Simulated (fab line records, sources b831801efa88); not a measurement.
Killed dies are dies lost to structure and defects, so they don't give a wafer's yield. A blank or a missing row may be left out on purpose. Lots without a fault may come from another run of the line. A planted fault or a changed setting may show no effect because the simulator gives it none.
A struck lot beside a sound one | flow sky130 | 16 steps out of a route of 708
Sound: wafers L193.2, L193.4, L193.6. Struck: wafer L190.6. (L190.3, L190.5 of the same lot were not struck and are left out.) The cause comes at the end.
At each step with rows: each side's tool, then ch and its chambers, then its first start. Under that, the readings that differ: sound wafers | struck wafers | difference of the means | sigmas: that difference in standard deviations of wafers without a fault.
alike: readings whose means differ by less than 2 such deviations, and words and numbers that are the same on both sides. not compared: withheld readings, readings that some wafer has no value for, bounds like >300 that may hide the same value, and numbers for which the record gives no deviation and whose values overlap.
The two part at a step that has a row with sigmas, a row that says differs or no value, or rows on one side only. Numbers that don't overlap but have no deviation are shown without sigmas and don't part them. A reading that every wafer of one side lacks parts them only if that side has two wafers or more.

first, 7 steps without rows for these wafers: SKY_METAL4_HMDS_06 (prime time 60 s); SKY_METAL4_COAT_07 (resist thk 60 nm); SKY_METAL4_COAT_08 (resist thk 1140 nm); SKY_METAL4_SOFTBAKE_09 (time 90 s); SKY_METAL4_EXPOSE_10 (exposes mask MM4, target cd 300 nm); SKY_METAL4_PEB_11; SKY_METAL4_DEVELOP_12 (develop time 60 s).
SKY_METAL4_CD_MEAS_13: target cd 300 nm.
  sound on cd_sem-01, day 46 00:56; struck on cd_sem-01, day 45 07:52
  alike: cd_nm
SKY_METAL4_OVL_MEAS_14:
  sound on overlay-02, day 46 01:02; struck on overlay-02, day 45 07:58
  alike: METAL4_OVL
SKY_METAL4_DESCUM_15: chemistry O2, time 8 s.
  sound on rie_metal-04 ch 0,1, day 46 01:04; struck on rie_metal-04 ch 1, day 45 08:00
  alike: drypump_motor_current_A, oes_product_au
  not compared: rf_hours_counter_h
SKY_METAL4_ETCH_16: etches BARC in N2/H2, stops on SiO2, time 88.2 s, target depth 60 nm.
  sound on rie_metal-04 ch 0,1, day 46 01:06; struck on rie_metal-04 ch 1, day 45 08:03
  reading                | sound                | struck | difference | sigmas
  throttle_valve_pct (%) | 13.197 13.195 13.202 | 13.219 | +0.021     | +2
  alike: drypump_motor_current_A, oes_product_au
  not compared: rf_hours_counter_h
SKY_METAL4_ETCH_17: etches SiO2 in C4F8/O2/Ar, stops on TiN, time 3.9 s, target depth 15 nm.
  sound on rie_diel-01 ch 2,3, day 46 01:12; struck on rie_diel-04 ch 3, day 45 08:07
  alike: oes_product_au
  not compared: rf_hours_counter_h
SKY_METAL4_METAL_ETCH_18: etches the open film in Cl2/BCl3, stops on SiO2, target depth 845 nm, time 183.1 s.
  sound on rie_metal-01 ch 0, day 46 01:13; struck on rie_metal-02 ch 0, day 45 08:12
  reading                                       | sound             | struck  | difference | sigmas
  oes_product_au (a.u.)                         | 0.875 0.865 0.870 | 0.804   | -0.066     | -10
  over_etch_frac                                | 0.3 0.3 0.3       | 0.48359 | +0.18359   |
  model.KrF-thick_of_METAL4_COAT_08.thk_nm (nm) | 521.5 521.3 521.9 | 435.6   | -86.0      |
  model.METAL4.cd_nm (nm)                       | 303.4 303.3 301.6 | 285.7   | -17.1      |
  model.SiO2_of_VIA3_HDPCVD_00.thk_nm (nm)      | 436.4 434.5 436.5 | 432.5   | -3.3       |
  alike: bcl3_flow_sccm, drypump_motor_current_A, throttle_valve_pct
  not compared: rf_hours_counter_h
SKY_METAL4_STRIP_19: strips in O2/N2.
  sound on plasma_asher-01 ch 0,1, day 46 01:23; struck on plasma_asher-03 ch 0, day 45 08:21
  reading                      | sound             | struck | difference | sigmas
  oes_product_au (a.u.)        | 0.502 0.497 0.496 | 0.462  | -0.036     | -7
  strip_time_to_endpoint_s (s) | 6.48 6.48 6.48    | 5.61   | -0.87      | -12
  alike: drypump_motor_current_A
  not compared: rf_hours_counter_h
then, 1 step without rows for these wafers: SKY_METAL4_STRIP_20 (strips in post etch residue remover, time 1200 s).
-- the record jumps here: 4 days lie between the struck wafers' starts before and after (it left off in module METAL4 and takes up again in module PAD_OPEN, whose first step shown is number 708 of the route) --
SKY_PAD_OPEN_PROBE_99:
  sound on prober-02, day 49 13:26; struck on prober-01, day 48 21:55
  reading                        | sound                | struck | difference | sigmas
  killed_at_other                | 0 0 0                | 1      | +1         | +2
  model.etest.met4.width_nm (nm) | 302.7 304.2 301      | 285.8  | -16.8      |
  model.etest.met4.line_ohm_um   | 0.1406 0.1389 0.1391 | 0.1503 | +0.0108    |
  alike: defect_limited_yield, killed_at_M0_to_M3, killed_at_M4_up, killed_at_contacts, killed_at_front_end, killed_dies, killed_open, killed_short, sort_bin_3_pad_short, sort_bin_5_function, sort_bin_6_memory, sort_n_pass, sort_yield_pct

WHERE THEY PART
First at SKY_METAL4_ETCH_16; last, within this record, at SKY_PAD_OPEN_PROBE_99.

WHY: what the simulator had put in
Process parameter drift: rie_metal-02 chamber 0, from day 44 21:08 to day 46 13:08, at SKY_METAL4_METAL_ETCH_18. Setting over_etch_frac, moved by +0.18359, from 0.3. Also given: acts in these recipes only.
